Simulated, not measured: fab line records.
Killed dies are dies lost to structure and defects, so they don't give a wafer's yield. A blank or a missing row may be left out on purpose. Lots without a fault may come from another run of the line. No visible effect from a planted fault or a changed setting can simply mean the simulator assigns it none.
fab line records	flow sky130
record: lots: 6	wafers: 18	last-day: 51
route steps=708 shown VIA2@527 METAL3@532 CAPM@537 PAD_OPEN@708
lots untouched by any fault: they come from a run of this same line in which no faults occurred
start-h: hours from the record's first day to the start of the lot's first wafer shown	wait-h: how many hours have passed since the lot's step before this one	" repeats the value in the row above	L1.1+2: one row covering several wafers at once	- value missing, or start not given	* or withheld: withheld	< > ~ a bound
route shown NAME@n: a module of which the file shows steps, and the number in the route of the first	usual: average and standard deviation across the fault-free wafers	same: alike in all rows	chamber/n: place in a boat	sites: readings site by site	_std_site: how widely they spread, as a standard deviation	_edge_site: outer sites' mean less inner sites'	radius-mm: for every site, how far away it sits from the centre of the wafer	mask NAME#n: copy n	behind: the last tool/chamber to shape the wafer	hold: why the lot was held/for how many hours/how that ended	device: the n, p or np transistor that did not switch	end of line: the tests these same wafers got at the end of their route	for a step that has no rows: nothing shown but its recipe	killed: not the wafer's yield, but the dies lost to structure and defects at the first sort	map: dies across one wafer; x = killed, . = not, _ = none there
set.NAME: setting as actually run; set.NAME@STEP: the setting as run at that earlier step	model.NAME: the simulator's own value behind a step, which no gauge read
certain route steps with their lots: each step a table, each wafer a row
services: when a tool's chamber went out of use (start-h, in hours from the record's first day, below 0 if earlier), for how many hours, and the reason
== steps ==
step: SKY_VIA2_SPUTTER_20
recipe: material: TiN	target-thk-nm: 20	chamber-pressure-pa: 5	power-w: 4000	time-s: 80
step: SKY_VIA2_CVD_21
recipe: material: W	target-thk-nm: 420	time-s: 126.4	temp-c: 400	pressure-torr: 40
step: SKY_VIA2_RS_MEAS_22
recipe: thk-meas-gauge: four-point-probe	reads: W_of_VIA2_CVD_21+TiN_of_VIA2_SPUTTER_20
usual: VIA2_W_RS: 0.271/0.004
lot.wafer	tool	chamber	start-h	wait-h	VIA2_W_RS[ohm/sq]
L486.4	film-metro-02	-	932.46	0.1	0.272
L486.5	"	-	"	"	0.270
L486.6	"	-	"	"	0.266
L492.1	film-metro-03	-	975.35	0.1	0.271
L492.2	"	-	"	"	0.267
L492.4	"	-	"	"	0.266
L495.3	film-metro-03	-	997.83	0.1	0.266
L495.4	"	-	"	"	0.273
L495.6	"	-	"	"	0.266
L498.4	film-metro-03	-	1011.19	0.1	0.272
L498.5	"	-	"	"	0.266
L498.6	"	-	"	"	0.273
L499.2	film-metro-04	-	1019.66	0.1	0.274
L499.3	"	-	"	"	0.275
L499.5	"	-	"	"	0.268
L501.1	film-metro-04	-	1024.99	0.1	0.276
L501.4	"	-	"	"	0.277
L501.5	"	-	"	"	0.265
step: SKY_VIA2_THK_MEAS_23
recipe: thk-meas-gauge: xrf	reads: W_of_VIA2_CVD_21
usual: VIA2_W_THK: 433/9.6
lot.wafer	tool	chamber	start-h	wait-h	VIA2_W_THK[nm]
L486.4	film-metro-02	-	932.55	0.1	422
L486.5	"	-	"	"	422
L486.6	"	-	"	"	432
L492.1	film-metro-03	-	975.47	0.1	433
L492.2	"	-	"	"	442
L492.4	"	-	"	"	441
L495.3	film-metro-03	-	997.93	0.1	426
L495.4	"	-	"	"	420
L495.6	"	-	"	"	429
L498.4	film-metro-03	-	1011.28	0.1	435
L498.5	"	-	"	"	440
L498.6	"	-	"	"	430
L499.2	film-metro-04	-	1019.77	0.1	434
L499.3	"	-	"	"	433
L499.5	"	-	"	"	446
L501.1	film-metro-04	-	1025.11	0.1	433
L501.4	"	-	"	"	428
L501.5	"	-	"	"	449
step: SKY_VIA2_CMP_24
recipe: stop-on: SiO2	t-overpolish-s: 20	down-force-psi: 3.5	platen-rpm: 60	target-thk-nm: 0	pad-velocity-m-s: 0.94248
usual: head-pressure-psi: 3.500/0.0079	motor-current-A: 11.3/1.4	overpolish-run-s: 20.000/0.0092	time-to-endpoint-s: 104.0/2.9
lot.wafer	tool	chamber	start-h	wait-h	head-pressure-psi	motor-current-A	overpolish-run-s	time-to-endpoint-s
L486.4	cmp-01	2	932.73	0.2	3.512	11.6	19.997	104.7
L486.6	"	3	"	"	3.494	11.2	19.986	109.1
L486.5	"	0	"	"	3.488	10.5	20.007	105.6
L492.4	cmp-02	1	975.58	0.1	3.489	11.6	19.986	107.1
L492.1	"	2	"	"	3.496	10.5	20.001	103.5
L492.2	"	3	"	"	3.501	13.6	20.006	105.3
L495.3	cmp-01	2	998.28	0.3	3.495	11.4	19.998	106.0
L495.4	"	0	"	"	3.499	10.8	19.993	102.4
L495.6	"	1	"	"	3.502	11.5	19.995	103.6
L498.4	cmp-01	1	1011.46	0.2	3.503	10.7	19.996	105.1
L498.6	"	2	"	"	3.495	11.7	20.017	108.1
L498.5	"	3	"	"	3.493	11.8	20.002	112.8
L499.3	cmp-01	0	1019.82	0.0	3.493	10.9	20.000	104.5
L499.2	"	3	"	"	3.491	11.8	20.003	108.1
L499.5	"	1	"	"	3.504	10.9	20.000	102.8
L501.4	cmp-02	3	1025.17	0.0	3.500	12.8	19.995	102.4
L501.1	"	0	"	"	3.502	8.8	19.988	102.4
L501.5	"	0	"	"	3.503	8.6	19.988	105.2
step: SKY_METAL3_SPUTTER_00
recipe: material: Ti	target-thk-nm: 15	power-w: 3000	time-s: 10	chamber-pressure-pa: 0.4
usual: throttle-valve-pct: 29.9/0.75
lot.wafer	tool	chamber	start-h	wait-h	throttle-valve-pct
L486.4	pvd-sputter-01	-	932.88	0.1	30.4
L486.5	"	-	"	"	31.8
L486.6	"	-	"	"	29.3
L492.1	pvd-sputter-01	-	975.83	0.1	29.5
L492.2	"	-	"	"	31.3
L492.4	"	-	"	"	29.7
L495.3	pvd-sputter-01	-	998.53	0.2	29.7
L495.4	"	-	"	"	31.9
L495.6	"	-	"	"	30.6
L498.4	pvd-sputter-01	-	1011.61	0.1	29.5
L498.5	"	-	"	"	29.5
L498.6	"	-	"	"	30.4
L499.2	pvd-sputter-01	-	1020.12	0.1	29.8
L499.3	"	-	"	"	29.5
L499.5	"	-	"	"	31.8
L501.1	pvd-sputter-03	-	1025.47	0.2	29.7
L501.4	"	-	"	"	29.2
L501.5	"	-	"	"	29.4
step: SKY_METAL3_SPUTTER_01
recipe: material: TiN	target-thk-nm: 20	power-w: 6500	time-s: 16.7	chamber-pressure-pa: 0.4
step: SKY_METAL3_SPUTTER_02
recipe: material: AlCu	target-thk-nm: 735	power-w: 10600	time-s: 39.1	chamber-pressure-pa: 0.4
usual: throttle-valve-pct: 30.0/0.76
lot.wafer	tool	chamber	start-h	wait-h	throttle-valve-pct
L486.4	pvd-sputter-01	-	932.93	0.0	30.7
L486.5	"	-	"	"	31.9
L486.6	"	-	"	"	29.4
L492.1	pvd-sputter-01	-	975.88	0.0	29.6
L492.2	"	-	"	"	32.0
L492.4	"	-	"	"	29.8
L495.3	pvd-sputter-01	-	998.58	0.0	30.0
L495.4	"	-	"	"	31.6
L495.6	"	-	"	"	30.8
L498.4	pvd-sputter-01	-	1011.66	0.0	29.3
L498.5	"	-	"	"	29.3
L498.6	"	-	"	"	30.6
L499.2	pvd-sputter-01	-	1020.17	0.0	29.6
L499.3	"	-	"	"	29.3
L499.5	"	-	"	"	31.6
L501.1	pvd-sputter-03	-	1025.52	0.0	29.8
L501.4	"	-	"	"	29.4
L501.5	"	-	"	"	29.4
step: SKY_METAL3_SPUTTER_03
recipe: material: Ti	target-thk-nm: 5	power-w: 3000	time-s: 3.3	chamber-pressure-pa: 0.4
step: SKY_METAL3_SPUTTER_04
recipe: material: TiN	target-thk-nm: 70	power-w: 6500	time-s: 58.3	chamber-pressure-pa: 0.4
step: SKY_CAPM_CVD_00
recipe: material: SiO2	target-thk-nm: 15.5	temp-c: 400	time-s: withheld	rf-w: 450
usual: heater-power-w: 714/64
lot.wafer	tool	chamber	start-h	wait-h	heater-power-w
L486.4	pecvd-01	2	933.05	0.0	706
L486.5	"	0	"	"	645
L486.6	"	1	"	"	661
L492.1	pecvd-01	2	975.99	0.0	724
L492.2	"	0	"	"	733
L492.4	"	1	"	"	588
L495.3	pecvd-03	1	998.69	0.0	625
L495.4	"	0	"	"	870
L495.6	"	1	"	"	634
L498.4	pecvd-03	2	1011.77	0.0	687
L498.5	"	1	"	"	683
L498.6	"	0	"	"	878
L499.2	pecvd-01	1	1020.27	0.0	728
L499.3	"	2	"	"	805
L499.5	"	2	"	"	818
L501.1	pecvd-01	1	1025.62	0.0	699
L501.4	"	0	"	"	738
L501.5	"	2	"	"	657
step: SKY_CAPM_THK_MEAS_01
recipe: reads: SiO2_of_CAPM_CVD_00
usual: CAPM_CVD_00_THK: 15.60/0.24
lot.wafer	tool	chamber	start-h	wait-h	CAPM_CVD_00_THK[nm]
L486.4	film-metro-02	-	933.09	-	15.35
L486.5	"	-	"	"	15.54
L486.6	"	-	"	"	15.91
L492.1	film-metro-02	-	976.01	-	15.09
L492.2	"	-	"	"	15.32
L492.4	"	-	"	"	15.56
L495.3	film-metro-01	-	998.73	-	15.27
L495.4	"	-	"	"	15.39
L495.6	"	-	"	"	15.24
L498.4	film-metro-01	-	1011.81	-	15.90
L498.5	"	-	"	"	15.78
L498.6	"	-	"	"	16.13
L499.2	film-metro-02	-	1020.31	-	15.30
L499.3	"	-	"	"	15.47
L499.5	"	-	"	"	15.48
L501.1	film-metro-01	-	1025.64	-	15.39
L501.4	"	-	"	"	15.70
L501.5	"	-	"	"	15.53
step: SKY_CAPM_SPUTTER_02
recipe: material: TiN	target-thk-nm: 200	temp-c: 300	power-w: 6500	time-s: 174.4	chamber-pressure-pa: 0.4
usual: throttle-valve-pct: 29.6/1.1
lot.wafer	tool	chamber	start-h	wait-h	throttle-valve-pct
L486.4	pvd-sputter-03	-	933.12	0.0	30.5
L486.5	"	-	"	"	30.7
L486.6	"	-	"	"	29.5
L492.1	pvd-sputter-03	-	976.07	0.1	29.4
L492.2	"	-	"	"	29.2
L492.4	"	-	"	"	29.8
L495.3	pvd-sputter-03	-	998.77	0.0	29.5
L495.4	"	-	"	"	29.5
L495.6	"	-	"	"	30.6
L498.4	pvd-sputter-01	-	1011.84	0.0	29.2
L498.5	"	-	"	"	30.5
L498.6	"	-	"	"	29.7
L499.2	pvd-sputter-02	-	1020.36	0.0	29.4
L499.3	"	-	"	"	27.8
L499.5	"	-	"	"	30.6
L501.1	pvd-sputter-02	-	1025.70	0.1	27.9
L501.4	"	-	"	"	28.0
L501.5	"	-	"	"	30.7
step: SKY_CAPM_RS_MEAS_03
recipe: thk-meas-gauge: four-point-probe	reads: TiN_of_CAPM_SPUTTER_02
usual: CAPM_TIN_RS: 6.62/0.066
lot.wafer	tool	chamber	start-h	wait-h	CAPM_TIN_RS[ohm/sq]
L486.4	film-metro-01	-	933.29	0.1	6.61
L486.5	"	-	"	"	6.58
L486.6	"	-	"	"	6.57
L492.1	film-metro-01	-	976.18	0.1	6.69
L492.2	"	-	"	"	6.63
L492.4	"	-	"	"	8.09
L495.3	film-metro-01	-	998.92	0.1	6.67
L495.4	"	-	"	"	8.10
L495.6	"	-	"	"	6.76
L498.4	film-metro-02	-	1012.01	0.1	6.66
L498.5	"	-	"	"	6.67
L498.6	"	-	"	"	6.70
L499.2	film-metro-01	-	1020.49	0.1	6.62
L499.3	"	-	"	"	6.57
L499.5	"	-	"	"	6.63
L501.1	film-metro-01	-	1025.81	0.1	6.69
L501.4	"	-	"	"	6.73
L501.5	"	-	"	"	6.66
step: SKY_CAPM_THK_MEAS_04
recipe: thk-meas-gauge: xrf	reads: TiN_of_CAPM_SPUTTER_02
usual: CAPM_TIN_THK: 206.5/2
lot.wafer	tool	chamber	start-h	wait-h	CAPM_TIN_THK[nm]
L486.4	film-metro-01	-	933.38	0.1	206.8
L486.5	"	-	"	"	207.9
L486.6	"	-	"	"	208.6
L492.1	film-metro-01	-	976.30	0.1	205.6
L492.2	"	-	"	"	209.1
L492.4	"	-	"	"	177.7
L495.3	film-metro-01	-	999.02	0.1	205.9
L495.4	"	-	"	"	178.1
L495.6	"	-	"	"	203.0
L498.4	film-metro-02	-	1012.10	0.1	206.4
L498.5	"	-	"	"	204.7
L498.6	"	-	"	"	203.9
L499.2	film-metro-01	-	1020.60	0.1	208.1
L499.3	"	-	"	"	208.6
L499.5	"	-	"	"	208.4
L501.1	film-metro-01	-	1025.93	0.1	206.7
L501.4	"	-	"	"	205.8
L501.5	"	-	"	"	207.3
step: SKY_CAPM_DEHYDRATE_05
recipe: temp-c: 200	time-s: 60
step: SKY_CAPM_HMDS_06
recipe: prime-time-s: 60	prime-temp-c: 120
step: SKY_CAPM_COAT_07
recipe: resist: NOVOLAK	spin-rpm: 3000	resist-thk-nm: 1140
step: SKY_CAPM_SOFTBAKE_08
recipe: temp-c: 90	time-s: 60	resist: NOVOLAK
step: SKY_CAPM_EXPOSE_09
recipe: mask-id: CAPM	na: 0.6	source-shape: conventional	sigma-outer: 0.6	polarization: unpolarized	target-cd-nm: 1000	dose-mj: 159
step: SKY_CAPM_PEB_10
recipe: temp-c: withheld	time-s: *	resist: NOVOLAK
step: SKY_CAPM_DEVELOP_11
recipe: resist: NOVOLAK	developer: TMAH	develop-time-s: 60	dev-temp-c: 23
step: SKY_CAPM_OVL_MEAS_12
usual: CAPM_OVL: 0.5/1.4
lot.wafer	tool	chamber	start-h	wait-h	CAPM_OVL[nm]
L486.4	overlay-01	-	957.17	0.1	3.0
L486.5	"	-	"	"	3.1
L486.6	"	-	"	"	3.2
L492.1	overlay-02	-	1000.62	0.1	1.1
L492.2	"	-	"	"	1.4
L492.4	"	-	"	"	-0.1
L495.3	overlay-02	-	1022.73	0.1	-2.8
L495.4	"	-	"	"	-0.2
L495.6	"	-	"	"	-0.7
L498.4	overlay-01	-	1035.34	0.1	-0.3
L498.5	"	-	"	"	-1.5
L498.6	"	-	"	"	0.0
L499.2	overlay-01	-	1043.70	0.1	3.3
L499.3	"	-	"	"	0.1
L499.5	"	-	"	"	2.3
L501.1	overlay-02	-	1048.45	0.1	0.4
L501.4	"	-	"	"	0.5
L501.5	"	-	"	"	1.5
step: SKY_CAPM_METAL_ETCH_13
recipe: target-depth-nm: 220	stop-on: SiO2	chemistry: Cl2/BCl3	target: TiN	pressure-mtorr: 10	icp-w: 913	bias-w: 48.5	Cl2_flow_sccm: 60	bcl3-flow-sccm: 30	time-s: 62.9
usual: drypump-motor-current-A: 5.9/0.66	mfc-cl2-sccm: 60.00/0.16	oes-product-au: 0.966/0.0064	throttle-valve-pct: 21.886/0.01
lot.wafer	tool	chamber	start-h	wait-h	drypump-motor-current-A	mfc-cl2-sccm	oes-product-au	rf-hours-counter-h	throttle-valve-pct
L486.4	rie-metal-02	0	957.21	0.0	5.8	60.09	0.978	-	21.876
L486.5	"	0	"	"	5.8	60.28	0.970	-	21.874
L486.6	"	1	"	"	5.1	59.93	0.966	-	21.885
L492.1	rie-metal-04	1	1000.65	0.0	6.5	59.93	0.964	12	21.893
L492.2	"	0	"	"	5.0	60.04	0.966	4	21.875
L492.4	"	1	"	"	6.5	59.77	0.883	-	21.941
L495.3	rie-metal-04	0	1022.78	0.0	5.0	59.78	0.967	-	21.877
L495.4	"	1	"	"	6.4	59.91	0.884	-	21.934
L495.6	"	1	"	"	6.4	59.74	0.955	-	21.900
L498.4	rie-metal-04	1	1035.38	0.0	6.4	59.83	0.969	-	21.895
L498.5	"	1	"	"	6.5	60.26	0.962	-	21.888
L498.6	"	0	"	"	5.0	59.98	0.960	-	21.902
L499.2	rie-metal-04	1	1043.73	0.0	6.4	60.14	0.966	15	21.891
L499.3	"	0	"	"	5.0	60.14	0.957	-	21.884
L499.5	"	0	"	"	5.0	60.06	0.964	-	21.880
L501.1	rie-metal-04	0	1048.48	0.0	5.0	60.11	0.971	7	21.884
L501.4	"	1	"	"	6.5	60.02	0.951	-	21.905
L501.5	"	0	"	"	5.0	60.14	0.965	-	21.893
step: SKY_CAPM_STRIP_14
recipe: chemistry: O2/N2	power-w: 1400	pressure-mtorr: 1500	platen-temp-c: withheld	o2-flow-sccm: 3000	n2-flow-sccm: 300	overash-fraction: 0.5
usual: drypump-motor-current-A: 5.6/0.32	oes-product-au: 0.710/0.0048	strip-time-to-endpoint-s: 12.64/0.044
lot.wafer	tool	chamber	start-h	wait-h	drypump-motor-current-A	oes-product-au	rf-hours-counter-h	strip-time-to-endpoint-s
L486.4	plasma-asher-01	1	957.29	0.1	5.8	0.697	-	12.60
L486.5	"	0	"	"	5.2	0.713	-	12.59
L486.6	"	1	"	"	5.8	0.711	-	12.64
L492.1	plasma-asher-01	1	1000.73	0.1	5.7	0.716	54	12.60
L492.2	"	0	"	"	5.2	0.710	54	12.60
L492.4	"	1	"	"	5.8	0.714	-	12.59
L495.3	plasma-asher-03	1	1022.86	0.1	5.3	0.709	-	12.69
L495.4	"	0	"	"	5.3	0.705	-	12.63
L495.6	"	1	"	"	5.2	0.706	-	12.66
L498.4	plasma-asher-01	0	1035.46	0.1	5.2	0.710	-	12.62
L498.5	"	1	"	"	5.7	0.700	-	12.59
L498.6	"	0	"	"	5.2	0.703	-	12.63
L499.2	plasma-asher-01	1	1043.81	0.1	5.7	0.717	58	12.72
L499.3	"	0	"	"	5.2	0.710	-	12.71
L499.5	"	0	"	"	5.1	0.711	-	12.74
L501.1	plasma-asher-02	0	1048.56	0.1	5.7	0.712	126	12.58
L501.4	"	0	"	"	5.7	0.718	-	12.56
L501.5	"	1	"	"	6.1	0.707	-	12.62
step: SKY_PAD_OPEN_PROBE_99
usual: defect-limited-yield: 82.8/2.1	killed_at_M0_to_M3: 43/7.3	killed_at_M4_up: 3.4/2.1	killed-at-contacts: 24/5.9	killed-at-front-end: 14/4	killed-at-other: 0.3/0.54	killed-dies: 85/10	killed-open: 46/7.7	killed-short: 38/6	sort_bin_3_pad_short: 0.8/0.48	sort_bin_5_function: 10.2/1.7	sort_bin_6_memory: 6.2/1.1	sort-n-pass: 407/10	sort-yield-pct: 82.8/2.1
same: gross-dies: 492	killed-at-back-side: 0	sort_bin_4_leakage[%]: 0	sort_bin_8_speed[%]: 0
lot.wafer	tool	chamber	start-h	wait-h	defect-limited-yield[%]	killed_at_M0_to_M3	killed_at_M4_up	killed-at-contacts	killed-at-front-end	killed-at-other	killed-dies	killed-open	killed-short	sort_bin_3_pad_short[%]	sort_bin_5_function[%]	sort_bin_6_memory[%]	sort-n-pass	sort-yield-pct[%]
L492.1	prober-02	-	1178.82	0.1	83.9	37	3	28	11	0	79	47	32	1.0	10.0	5.1	413	83.9
L492.2	prober-02	-	1178.87	0.1	82.5	46	3	21	16	0	86	54	31	0.6	10.4	6.5	406	82.5
L492.4	prober-02	-	1178.97	0.2	85.0	38	3	13	19	1	74	40	33	1.0	9.1	4.9	418	85.0
L495.3	prober-01	-	1196.75	0.2	79.5	55	4	29	12	1	101	50	50	0.8	13.2	6.5	391	79.5
L495.4	prober-01	-	1196.80	0.2	85.0	35	2	25	12	0	74	46	28	0	9.1	5.9	418	85.0
L495.6	prober-01	-	1196.90	0.2	81.3	43	5	24	19	1	92	49	43	2.2	8.9	7.5	400	81.3
L499.2	prober-01	-	1210.54	0.1	83.3	47	2	23	9	1	82	53	29	0.6	11.6	4.5	410	83.3
L499.3	prober-01	-	1210.59	0.2	80.5	52	3	28	12	1	96	55	41	1.4	12.0	6.1	396	80.5
L499.5	prober-01	-	1210.69	0.2	80.3	57	2	25	13	0	97	50	47	1.2	11.2	7.3	395	80.3
killed by level:class
L492.1 CONTACT:geometric-particle:open=14 VIA1:geometric-particle:open=10 LI_CONTACT:geometric-particle:open=7 VIA2:geometric-particle:short=6 VIA1:geometric-particle:short=5 VIA3:geometric-particle:open=4 POLY_GATE:geometric-particle:short=3 POLY_GATE:geometric-particle:open=3
L492.2 VIA1:geometric-particle:open=16 CONTACT:geometric-particle:open=8 LI_CONTACT:geometric-particle:open=7 POLY_GATE:geometric-particle:short=6 VIA1:geometric-particle:short=6 VIA3:geometric-particle:open=6 VIA2:geometric-particle:open=5 POLY_GATE:geometric-particle:open=4
L492.4 VIA1:geometric-particle:open=10 POLY_GATE:geometric-particle:open=7 VIA3:geometric-particle:open=7 FIELD_ISO:geometric-particle:short=5 LI_CONTACT:geometric-particle:open=5 POLY_GATE:geometric-particle:short=4 LOCAL_INTERCONNECT:geometric-particle:short=4 METAL1:geometric-particle:short=4
L495.3 LI_CONTACT:geometric-particle:open=10 CONTACT:geometric-particle:open=9 VIA2:geometric-particle:open=9 METAL2:geometric-particle:short=8 CONTACT:geometric-particle:short=7 VIA3:geometric-particle:short=6 METAL1:geometric-particle:short=5 VIA1:geometric-particle:open=5
L495.4 CONTACT:geometric-particle:open=14 VIA1:geometric-particle:open=8 VIA2:geometric-particle:open=6 POLY_GATE:geometric-particle:open=4 CONTACT:geometric-particle:short=4 METAL2:geometric-particle:short=4 VIA3:geometric-particle:open=4 POLY_GATE:geometric-particle:short=3
L495.6 LI_CONTACT:geometric-particle:open=11 VIA1:geometric-particle:open=7 VIA1:geometric-particle:short=6 VIA2:geometric-particle:short=6 POLY_GATE:geometric-particle:short=5 CONTACT:geometric-particle:open=5 METAL1:geometric-particle:short=5 VIA3:geometric-particle:open=5
L499.2 CONTACT:geometric-particle:open=11 VIA2:geometric-particle:open=8 VIA1:geometric-particle:open=8 FIELD_ISO:geometric-particle:open=7 LI_CONTACT:geometric-particle:open=6 VIA1:geometric-particle:short=6 VIA3:geometric-particle:open=6 VIA2:geometric-particle:short=4
L499.3 CONTACT:geometric-particle:open=14 METAL1:geometric-particle:short=11 VIA3:geometric-particle:open=10 VIA1:geometric-particle:open=9 FIELD_ISO:geometric-particle:open=5 VIA2:geometric-particle:open=5 POLY_GATE:geometric-particle:open=4 LOCAL_INTERCONNECT:geometric-particle:short=4
L499.5 VIA1:geometric-particle:open=16 CONTACT:geometric-particle:open=8 VIA3:geometric-particle:open=7 METAL2:geometric-particle:short=7 LOCAL_INTERCONNECT:geometric-particle:short=7 METAL1:geometric-particle:short=5 VIA1:geometric-particle:short=5 VIA2:geometric-particle:open=5
== services ==
tool	chamber	start-h	hours	kind
cmp-01	-	912.00	4.0	pm
cmp-01	-	930.00	1.3	repair
pecvd-03	-	938.75	0.9	repair
cmp-01	-	949.49	3.7	repair
cmp-02	-	966.63	0.8	repair
pvd-sputter-02	-	969.60	1.2	repair
pvd-sputter-03	3	978.84	-	consumable-replace:kit
pvd-sputter-03	3	978.84	18.0	scheduled-down
pvd-sputter-03	3	978.84	18.0	vent-cycle
cmp-01	-	980.13	2.3	repair
plasma-asher-03	-	984.82	0.7	repair
cmp-02	-	996.82	0.4	repair
cmp-02	-	997.22	6.5	pm
plasma-asher-03	-	997.94	0.3	repair
plasma-asher-03	-	1000.28	14.6	pm
pvd-sputter-02	-	1010.82	1.4	repair
pecvd-03	-	1012.13	2.8	pm
plasma-asher-02	-	1012.35	2.1	repair
pvd-sputter-01	1	1030.75	-	consumable-replace:kit
pvd-sputter-01	1	1030.75	18.0	scheduled-down
pvd-sputter-01	1	1030.75	18.0	vent-cycle
pecvd-03	-	1034.65	1.8	repair
plasma-asher-02	-	1040.16	5.7	repair
cmp-01	-	1047.07	0.5	repair
== key ==
first-sign: step: SKY_CAPM_RS_MEAS_03	reading: CAPM_TIN_RS	direction: up	sigmas: 22	usual: 6.62	struck: 8.09
effect: step: SKY_CAPM_THK_MEAS_04	reading: CAPM_TIN_THK	direction: down	sigmas: 14	usual: 206.5	struck: 177.9
effect: step: SKY_CAPM_METAL_ETCH_13	reading: oes-product-au	direction: down	sigmas: 13	usual: 0.966	struck: 0.883
met-at SKY_CAPM_SPUTTER_02
struck-wafers L492.4,L495.4
fault: kind: site-profile-drift	tool: pvd-sputter-03	chamber: -	onset-h: 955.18	steps: SKY_CAPM_SPUTTER_02	basis: fraction	max-abs-drift: 0.33676	slope-share-per-hr: 74.836	site-pattern: 0,0,0,0,0,-1,-1,-1,-1	scope: struck-wafers-only
